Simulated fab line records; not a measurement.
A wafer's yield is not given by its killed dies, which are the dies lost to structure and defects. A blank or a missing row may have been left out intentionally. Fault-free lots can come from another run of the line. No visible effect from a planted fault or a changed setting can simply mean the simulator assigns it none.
fab line records + flow sky130
record:
- lots: 12
- wafers: 36
- last-day: 49
route steps=708 shown FIELD_ISO@28 NWELL@64 VT_ADJUST_LVTN@106
lots that met no fault: from a run of the same line without faults
start-h: hours from the record's opening day to when the first of the lot's shown wafers began + wait-h: hours from the lot's prior step to this one + " unchanged from the row above + L1.1+2: a row that stands for several wafers + - value missing, or start not given + * or withheld: withheld + < > ~ a bound
route shown NAME@n: NAME is a module with steps in the file, n the number in the route of the first one + usual: mean/standard deviation of fault-free wafers + same: alike in all rows + chamber/n: place in a boat + sites: readings site by site + _std_site: standard deviation across them + _edge_site: inner sites' mean taken away from outer sites' mean + radius-mm: for every site, how far away it sits from the centre of the wafer + mask NAME#n: copy n + behind: the most recent tool/chamber to have shaped the wafer + hold: why the lot went on hold/how many hours it stayed there/how the hold came to an end + device: transistor that didn't switch, given as n, p or np + end of line: the same wafers' tests at the end of the route + where a step has no rows: the recipe by itself + killed: dies lost to structure and defects at the first sort, not the wafer's yield + map: shows each die of a wafer: x if killed, . if not, _ if none is there
set.NAME: the setting as run; set.NAME@STEP: as run at that earlier step + model.NAME: the simulator's own value behind a step, which no gauge read
a sample of lots followed through the steps of the route, with each step as a table and each wafer as a row
services: when a tool's chamber went out of use (start-h, in hours from the record's first day, below 0 if earlier), for how many hours, and the reason
== steps ==
step: SKY_FIELD_ISO_CMP_27
recipe:
- stop-on: Si3N4
- t-overpolish-s: 16
- down-force-psi: 4
- platen-rpm: 60
- target-thk-nm: 457.8
- pad-velocity-m-s: 0.94248
usual:
- motor-current-A: 11.9/1.6
- overpolish-run-s: 16.000/0.0093
- time-to-endpoint-s: 110/3.7
| lot.wafer | tool   | chamber | start-h | wait-h | motor-current-A | overpolish-run-s | time-to-endpoint-s |
|-----------|--------|---------|---------|--------|-----------------|------------------|--------------------|
| L140.4    | cmp-02 | 1       | 31.46   | 0.1    | 11.6            | 16.007           | 108                |
| L140.5    | "      | 3       | "       | "      | 11.0            | 15.999           | 108                |
| L140.6    | "      | 0       | "       | "      | 10.1            | 15.985           | 112                |
| L141.2    | cmp-02 | 3       | 38.27   | 0.1    | 11.1            | 15.999           | 108                |
| L141.5    | "      | 0       | "       | "      | 9.9             | 15.993           | 117                |
| L141.6    | "      | 1       | "       | "      | 12.0            | 15.999           | 108                |
| L143.2    | cmp-01 | 3       | 50.44   | 0.1    | 10.4            | 16.007           | 106                |
| L143.4    | "      | 0       | "       | "      | 10.0            | 16.013           | 113                |
| L143.5    | "      | 1       | "       | "      | 13.8            | 16.002           | 108                |
| L144.3    | cmp-02 | 3       | 54.98   | 0.0    | 10.8            | 16.011           | 110                |
| L144.1    | "      | 0       | "       | "      | 10.3            | 15.995           | 115                |
| L144.5    | "      | 3       | "       | "      | 11.5            | 16.001           | 109                |
| L146.1    | cmp-01 | 3       | 62.47   | 0.1    | 10.8            | 16.007           | 104                |
| L146.6    | "      | 2       | "       | "      | 13.8            | 15.995           | 110                |
| L146.5    | "      | 3       | "       | "      | 10.9            | 15.987           | 109                |
| L148.1    | cmp-01 | 3       | 77.95   | 0.1    | 10.5            | 16.002           | 104                |
| L148.6    | "      | 2       | "       | "      | 14.9            | 16.004           | 112                |
| L148.5    | "      | 3       | "       | "      | 10.5            | 16.028           | 107                |
| L151.3    | cmp-02 | 3       | 93.23   | 0.1    | 10.7            | 16.012           | 110                |
| L151.1    | "      | 0       | "       | "      | 10.0            | 15.995           | 113                |
| L151.6    | "      | 1       | "       | "      | 11.7            | 15.993           | 108                |
| L152.2    | cmp-02 | 0       | 99.07   | 0.0    | 10.3            | 16.008           | 114                |
| L152.3    | "      | 1       | "       | "      | 11.9            | 15.995           | 105                |
| L152.6    | "      | 1       | "       | "      | 12.1            | 15.989           | 104                |
| L153.3    | cmp-01 | 0       | 102.89  | 0.0    | 9.8             | 15.986           | 108                |
| L153.4    | "      | 1       | "       | "      | 13.2            | 15.994           | 107                |
| L153.2    | "      | 3       | "       | "      | 11.0            | 16.006           | 104                |
| L156.2    | cmp-02 | 1       | 117.27  | 0.0    | 12.9            | 15.998           | 100                |
| L156.1    | "      | 2       | "       | "      | 14.1            | 15.999           | 107                |
| L156.3    | "      | 3       | "       | "      | 10.8            | 15.997           | 111                |
| L157.2    | cmp-01 | 0       | 123.57  | 0.0    | 10.0            | 16.002           | 114                |
| L157.4    | "      | 3       | "       | "      | 10.9            | 16.008           | 107                |
| L157.5    | "      | 1       | "       | "      | 13.3            | 15.985           | 109                |
| L158.3    | cmp-02 | 2       | 129.08  | 0.0    | 14.8            | 15.993           | 111                |
| L158.4    | "      | 1       | "       | "      | 11.8            | 16.018           | 105                |
| L158.5    | "      | 2       | "       | "      | 14.7            | 16.009           | 115                |
step: SKY_NWELL_IMPLANT_11
recipe:
- species: P
- energy-kev: 400
- dose-cm2: 1.9e+13
- tilt-deg: withheld
usual:
- beam-energy-keV: 400.02/0.13
| lot.wafer | tool         | chamber | start-h | wait-h | beam-energy-keV |
|-----------|--------------|---------|---------|--------|-----------------|
| L140.4    | implanter-03 | 0       | 82.95   | 0.1    | 399.91          |
| L140.5    | "            | 0       | "       | "      | 400.01          |
| L140.6    | "            | 0       | "       | "      | 399.95          |
| L141.2    | implanter-03 | 0       | 88.73   | 0.0    | 399.93          |
| L141.5    | "            | 0       | "       | "      | 399.91          |
| L141.6    | "            | 0       | "       | "      | 400.04          |
| L143.2    | implanter-04 | 0       | 102.90  | 0.0    | 400.16          |
| L143.4    | "            | 0       | "       | "      | 400.16          |
| L143.5    | "            | 0       | "       | "      | 400.23          |
| L144.1    | implanter-04 | 0       | 109.76  | 0.0    | 400.05          |
| L144.3    | "            | 0       | "       | "      | 399.94          |
| L144.5    | "            | 0       | "       | "      | 400.05          |
| L146.1    | implanter-03 | 0       | 115.19  | 0.0    | 400.18          |
| L146.5    | "            | 0       | "       | "      | 400.13          |
| L146.6    | "            | 0       | "       | "      | 400.14          |
| L148.1    | implanter-04 | 0       | 134.12  | 0.0    | 400.10          |
| L148.5    | "            | 0       | "       | "      | 400.05          |
| L148.6    | "            | 0       | "       | "      | 399.96          |
| L151.1    | implanter-03 | 0       | 152.81  | 0.0    | 400.06          |
| L151.3    | "            | 0       | "       | "      | 400.19          |
| L151.6    | "            | 0       | "       | "      | 399.91          |
| L152.2    | implanter-03 | 0       | 157.23  | 0.0    | 400.29          |
| L152.3    | "            | 0       | "       | "      | 399.93          |
| L152.6    | "            | 0       | "       | "      | 400.05          |
| L153.2    | implanter-03 | 0       | 160.60  | 0.0    | 399.93          |
| L153.3    | "            | 0       | "       | "      | 399.80          |
| L153.4    | "            | 0       | "       | "      | 400.08          |
| L156.1    | implanter-03 | 0       | 177.50  | 0.0    | 374.60          |
| L156.2    | "            | 0       | "       | "      | 374.37          |
| L156.3    | "            | 0       | "       | "      | 374.37          |
| L157.2    | implanter-04 | 0       | 185.18  | 0.0    | 399.99          |
| L157.4    | "            | 0       | "       | "      | 400.00          |
| L157.5    | "            | 0       | "       | "      | 400.06          |
| L158.3    | implanter-03 | 0       | 192.77  | 0.1    | 374.46          |
| L158.4    | "            | 0       | "       | "      | 374.56          |
| L158.5    | "            | 0       | "       | "      | 374.41          |
step: SKY_NWELL_RS_MEAS_29
recipe:
- thk-meas-gauge: four-point-probe
usual:
- NWELL_RS: 625.0/1.6
| lot.wafer | tool          | chamber | start-h | wait-h | NWELL_RS[ohm/sq] |
|-----------|---------------|---------|---------|--------|------------------|
| L140.4    | film-metro-02 | -       | 100.95  | 0.1    | 623.5            |
| L140.5    | "             | -       | "       | "      | 625.0            |
| L140.6    | "             | -       | "       | "      | 625.5            |
| L141.2    | film-metro-02 | -       | 107.70  | 0.2    | 623.2            |
| L141.5    | "             | -       | "       | "      | 623.1            |
| L141.6    | "             | -       | "       | "      | 624.4            |
| L143.2    | film-metro-03 | -       | 121.11  | 0.1    | 624.7            |
| L143.4    | "             | -       | "       | "      | 624.8            |
| L143.5    | "             | -       | "       | "      | 625.1            |
| L144.1    | film-metro-02 | -       | 128.84  | 0.1    | 625.2            |
| L144.3    | "             | -       | "       | "      | 626.5            |
| L144.5    | "             | -       | "       | "      | 625.6            |
| L146.1    | film-metro-02 | -       | 134.59  | 0.1    | 624.0            |
| L146.5    | "             | -       | "       | "      | 624.6            |
| L146.6    | "             | -       | "       | "      | 624.4            |
| L148.1    | film-metro-02 | -       | 153.92  | 0.1    | 626.2            |
| L148.5    | "             | -       | "       | "      | 626.9            |
| L148.6    | "             | -       | "       | "      | 627.8            |
| L151.1    | film-metro-03 | -       | 173.51  | 0.1    | 623.0            |
| L151.3    | "             | -       | "       | "      | 624.6            |
| L151.6    | "             | -       | "       | "      | 622.7            |
| L152.2    | film-metro-02 | -       | 178.38  | 0.1    | 624.0            |
| L152.3    | "             | -       | "       | "      | 622.8            |
| L152.6    | "             | -       | "       | "      | 625.0            |
| L153.2    | film-metro-03 | -       | 181.08  | 0.1    | 626.2            |
| L153.3    | "             | -       | "       | "      | 624.1            |
| L153.4    | "             | -       | "       | "      | 625.3            |
| L156.1    | film-metro-04 | -       | 199.46  | 0.1    | 630.7            |
| L156.2    | "             | -       | "       | "      | 632.1            |
| L156.3    | "             | -       | "       | "      | 631.8            |
| L157.2    | film-metro-04 | -       | 207.26  | 0.1    | 626.0            |
| L157.4    | "             | -       | "       | "      | 626.3            |
| L157.5    | "             | -       | "       | "      | 624.5            |
| L158.3    | film-metro-02 | -       | 215.48  | 0.1    | 635.3            |
| L158.4    | "             | -       | "       | "      | 635.5            |
| L158.5    | "             | -       | "       | "      | 636.9            |
step: SKY_VT_ADJUST_LVTN_STRIP_09
recipe:
- chemistry: O2/N2
- power-w: 1400
- pressure-mtorr: 1500
- platen-temp-c: withheld
- o2-flow-sccm: 3000
- n2-flow-sccm: 300
- overash-fraction: 0.5
usual:
- drypump-motor-current-A: 6.0/0.41
- oes-product-au: 0.723/0.0045
- strip-time-to-endpoint-s: 36.96/0.11
| lot.wafer | tool            | chamber | start-h | wait-h | drypump-motor-current-A | oes-product-au | rf-hours-counter-h | strip-time-to-endpoint-s |
|-----------|-----------------|---------|---------|--------|-------------------------|----------------|--------------------|--------------------------|
| L140.4    | plasma-asher-01 | 0       | 138.08  | 0.1    | 6.2                     | 0.721          | -                  | 36.84                    |
| L140.5    | "               | 0       | "       | "      | 6.3                     | 0.727          | -                  | 36.80                    |
| L140.6    | "               | 1       | "       | "      | 6.5                     | 0.730          | -                  | 36.89                    |
| L141.2    | plasma-asher-04 | 0       | 144.57  | 0.1    | 5.3                     | 0.715          | 48                 | 36.83                    |
| L141.5    | "               | 0       | "       | "      | 5.2                     | 0.727          | -                  | 36.87                    |
| L141.6    | "               | 1       | "       | "      | 6.0                     | 0.732          | -                  | 36.83                    |
| L143.2    | plasma-asher-04 | 1       | 158.37  | 0.1    | 6.0                     | 0.724          | 49                 | 37.19                    |
| L143.4    | "               | 1       | "       | "      | 6.0                     | 0.728          | -                  | 37.09                    |
| L143.5    | "               | 0       | "       | "      | 5.3                     | 0.722          | -                  | 36.96                    |
| L144.1    | plasma-asher-03 | 1       | 167.60  | 0.1    | 5.9                     | 0.721          | 37                 | 37.20                    |
| L144.3    | "               | 1       | "       | "      | 5.9                     | 0.716          | -                  | 37.17                    |
| L144.5    | "               | 0       | "       | "      | 5.5                     | 0.723          | -                  | 37.07                    |
| L146.1    | plasma-asher-01 | 1       | 173.62  | 0.1    | 6.5                     | 0.724          | 6                  | 36.74                    |
| L146.5    | "               | 0       | "       | "      | 6.3                     | 0.723          | -                  | 36.88                    |
| L146.6    | "               | 1       | "       | "      | 6.5                     | 0.727          | -                  | 36.78                    |
| L148.1    | plasma-asher-01 | 1       | 195.20  | 0.1    | 6.5                     | 0.726          | 8                  | 37.03                    |
| L148.5    | "               | 0       | "       | "      | 6.3                     | 0.726          | -                  | 36.99                    |
| L148.6    | "               | 1       | "       | "      | 6.5                     | 0.726          | -                  | 37.05                    |
| L151.1    | plasma-asher-01 | 0       | 215.60  | 0.1    | 6.3                     | 0.721          | 10                 | 36.92                    |
| L151.3    | "               | 1       | "       | "      | 6.6                     | 0.721          | -                  | 36.92                    |
| L151.6    | "               | 0       | "       | "      | 6.2                     | 0.723          | -                  | 36.96                    |
| L152.2    | plasma-asher-04 | 1       | 222.50  | 0.1    | 6.0                     | 0.718          | 56                 | 37.12                    |
| L152.3    | "               | 0       | "       | "      | 5.3                     | 0.718          | -                  | 36.95                    |
| L152.6    | "               | 1       | "       | "      | 5.9                     | 0.727          | -                  | 37.10                    |
| L153.2    | plasma-asher-01 | 0       | 224.77  | 0.1    | 6.2                     | 0.722          | 11                 | 36.99                    |
| L153.3    | "               | 0       | "       | "      | 6.3                     | 0.714          | -                  | 36.95                    |
| L153.4    | "               | 1       | "       | "      | 6.5                     | 0.721          | -                  | 36.94                    |
| L156.1    | plasma-asher-03 | 1       | 244.48  | 0.1    | 5.9                     | 0.717          | 45                 | 36.84                    |
| L156.2    | "               | 0       | "       | "      | 5.5                     | 0.719          | 45                 | 36.87                    |
| L156.3    | "               | 0       | "       | "      | 5.5                     | 0.725          | -                  | 36.92                    |
| L157.2    | plasma-asher-01 | 1       | 251.75  | 0.1    | 6.5                     | 0.717          | 14                 | 37.00                    |
| L157.4    | "               | 0       | "       | "      | 6.3                     | 0.720          | -                  | 36.88                    |
| L157.5    | "               | 0       | "       | "      | 6.2                     | 0.725          | -                  | 36.92                    |
| L158.3    | plasma-asher-04 | 0       | 261.53  | 0.1    | 5.3                     | 0.725          | -                  | 36.98                    |
| L158.4    | "               | 1       | "       | "      | 6.0                     | 0.722          | -                  | 36.92                    |
| L158.5    | "               | 0       | "       | "      | 5.3                     | 0.719          | -                  | 36.93                    |
step: SKY_VT_ADJUST_LVTN_TW_MEAS_10
usual:
- VT_ADJUST_LVTN_TW: 242.6/2.1
| lot.wafer | tool          | chamber | start-h | wait-h | VT_ADJUST_LVTN_TW |
|-----------|---------------|---------|---------|--------|-------------------|
| L140.4    | film-metro-03 | -       | 138.18  | 0.1    | 241.3             |
| L140.5    | "             | -       | "       | "      | 241.2             |
| L140.6    | "             | -       | "       | "      | 241.1             |
| L141.2    | film-metro-01 | -       | 144.68  | 0.1    | 246.2             |
| L141.5    | "             | -       | "       | "      | 246.6             |
| L141.6    | "             | -       | "       | "      | 246.7             |
| L143.2    | film-metro-02 | -       | 158.48  | 0.1    | 239.4             |
| L143.4    | "             | -       | "       | "      | 240.4             |
| L143.5    | "             | -       | "       | "      | 240.6             |
| L144.1    | film-metro-02 | -       | 167.70  | 0.1    | 241.3             |
| L144.3    | "             | -       | "       | "      | 241.2             |
| L144.5    | "             | -       | "       | "      | 239.7             |
| L146.1    | film-metro-01 | -       | 173.72  | 0.1    | 246.1             |
| L146.5    | "             | -       | "       | "      | 246.2             |
| L146.6    | "             | -       | "       | "      | 246.7             |
| L148.1    | film-metro-02 | -       | 195.30  | 0.1    | 240.3             |
| L148.5    | "             | -       | "       | "      | 239.9             |
| L148.6    | "             | -       | "       | "      | 240.7             |
| L151.1    | film-metro-03 | -       | 215.70  | 0.1    | 241.8             |
| L151.3    | "             | -       | "       | "      | 241.4             |
| L151.6    | "             | -       | "       | "      | 241.9             |
| L152.2    | film-metro-02 | -       | 222.61  | 0.1    | 240.7             |
| L152.3    | "             | -       | "       | "      | 240.2             |
| L152.6    | "             | -       | "       | "      | 240.9             |
| L153.2    | film-metro-03 | -       | 224.88  | 0.1    | 242.1             |
| L153.3    | "             | -       | "       | "      | 242.4             |
| L153.4    | "             | -       | "       | "      | 242.7             |
| L156.1    | film-metro-03 | -       | 244.58  | 0.1    | 241.7             |
| L156.2    | "             | -       | "       | "      | 241.2             |
| L156.3    | "             | -       | "       | "      | 241.5             |
| L157.2    | film-metro-03 | -       | 251.86  | 0.1    | 240.8             |
| L157.4    | "             | -       | "       | "      | 241.9             |
| L157.5    | "             | -       | "       | "      | 240.6             |
| L158.3    | film-metro-03 | -       | 261.62  | 0.1    | 243.5             |
| L158.4    | "             | -       | "       | "      | 242.6             |
| L158.5    | "             | -       | "       | "      | 241.4             |
== services ==
| tool            | chamber | start-h | hours | kind   |
|-----------------|---------|---------|-------|--------|
| cmp-01          | -       | 22.69   | 2.1   | repair |
| cmp-01          | -       | 24.83   | 6.0   | pm     |
| plasma-asher-01 | -       | 48.06   | 12.1  | repair |
| plasma-asher-04 | -       | 48.53   | 0.8   | repair |
| cmp-02          | -       | 64.00   | 4.0   | pm     |
| implanter-04    | -       | 66.48   | 1.0   | repair |
| implanter-04    | -       | 82.56   | 3.4   | pm     |
| plasma-asher-04 | -       | 93.76   | 3.0   | repair |
| implanter-04    | -       | 94.99   | 2.5   | repair |
| plasma-asher-01 | -       | 108.75  | 9.0   | pm     |
| cmp-02          | -       | 110.13  | 1.9   | repair |
| implanter-04    | -       | 112.71  | 2.5   | pm     |
| cmp-01          | -       | 137.79  | 2.0   | repair |
| plasma-asher-04 | -       | 145.26  | 1.1   | repair |
| cmp-02          | -       | 173.79  | 10.0  | pm     |
| plasma-asher-01 | -       | 175.24  | 3.8   | repair |
| cmp-02          | -       | 186.16  | 13.9  | pm     |
| cmp-02          | -       | 204.22  | 10.9  | repair |
| cmp-01          | -       | 219.02  | 2.8   | repair |
| cmp-01          | -       | 219.87  | 2.4   | repair |
| implanter-03    | -       | 220.98  | 5.5   | pm     |
| implanter-04    | -       | 230.15  | 12.5  | pm     |
| cmp-01          | -       | 232.00  | 4.0   | pm     |
| cmp-01          | -       | 253.22  | 2.2   | repair |
== key ==
first-sign:
- step: SKY_NWELL_IMPLANT_11
- reading: beam-energy-keV
- direction: down
- sigmas: 99+
- usual: *
- struck: *
effect:
- step: SKY_NWELL_RS_MEAS_29
- reading: NWELL_RS
- direction: up
- sigmas: 5.3
- usual: 625.0
- struck: 633.7
met-at SKY_NWELL_IMPLANT_11
struck-lots L156,L158
tester-left-out L156,L158
not-acting-at SKY_FIELD_ISO_CMP_27,SKY_VT_ADJUST_LVTN_STRIP_09,SKY_VT_ADJUST_LVTN_TW_MEAS_10
onset-between 160.60 177.50
fault:
- kind: process-parameter-drift
- tool: implanter-03
- chamber: -
- onset-h: 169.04
- steps: SKY_NWELL_IMPLANT_11
- channel: energy-kev
- offset: *
- shape: step
- end-h: 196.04
- acts-in: *
- stated: *
tester-left-out: of these lots the tester's yield and bins aren't shown, on N5 and GAA mostly nor the transistor test; their killed dies are dies lost to structure and defects alone, not to doping, threshold or leakage, so they don't give the yield
